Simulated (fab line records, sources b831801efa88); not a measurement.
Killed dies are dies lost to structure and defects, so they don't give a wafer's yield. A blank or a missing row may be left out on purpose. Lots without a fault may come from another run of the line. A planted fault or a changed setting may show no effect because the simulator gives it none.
Chamber matching | flow sky130 | SKY_POLY_GATE_ETCH_17 on rie_si-02: 4 sister chambers
The step etches poly-Si in HBr/Cl2, stops on SiO2, target depth 180 nm, time 70.5 s. 4 wafers are shown with their chamber, then 7 later ones without.

WAFERS WITH THEIR CHAMBER
wafer  | chamber | drypump_motor_current_A (A)
L159.2 | 0       | 6.05
L159.3 | 2       | 5.93
L169.3 | 1       | 5.98
L169.5 | 3       | 5.98

WAFERS WITHOUT THEIR CHAMBER
wafer  | drypump_motor_current_A (A)
L169.6 | 5.90
L176.1 | 5.93
L176.5 | 6.06
L176.6 | 5.94
L178.1 | 5.96
L178.3 | 6.03
L178.6 | 5.92

WHICH CHAMBER EACH WENT THROUGH
wafer  | from the rows above          | in truth
L169.6 | 2                            | 2
L176.1 | 2                            | 2
L176.5 | 0                            | 0
L176.6 | can't be placed: 2 or 1 or 3 | 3
L178.1 | can't be placed: 1 or 3 or 2 | 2
L178.3 | can't be placed: 0 or 1 or 3 | 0
L178.6 | 2                            | 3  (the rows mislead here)
Placed correctly: 3 of 7. Can't be placed from these rows: 3 (the true chamber is among the candidates in 3). Placed wrongly: 1.
How it was worked out, from the rows above alone: a wafer's distance from a chamber is the root of the sum, over the readings, of the square of ((its reading less the chamber's mean) divided by the reading's scatter). The wafer belongs to the nearest chamber; if the next one is less than 2 further off, it can't be placed. A chamber's mean is the mean of its shown wafers. The scatter: with one shown wafer a chamber, the root of the mean of the squares of how far each hidden wafer lies from its nearest shown one.
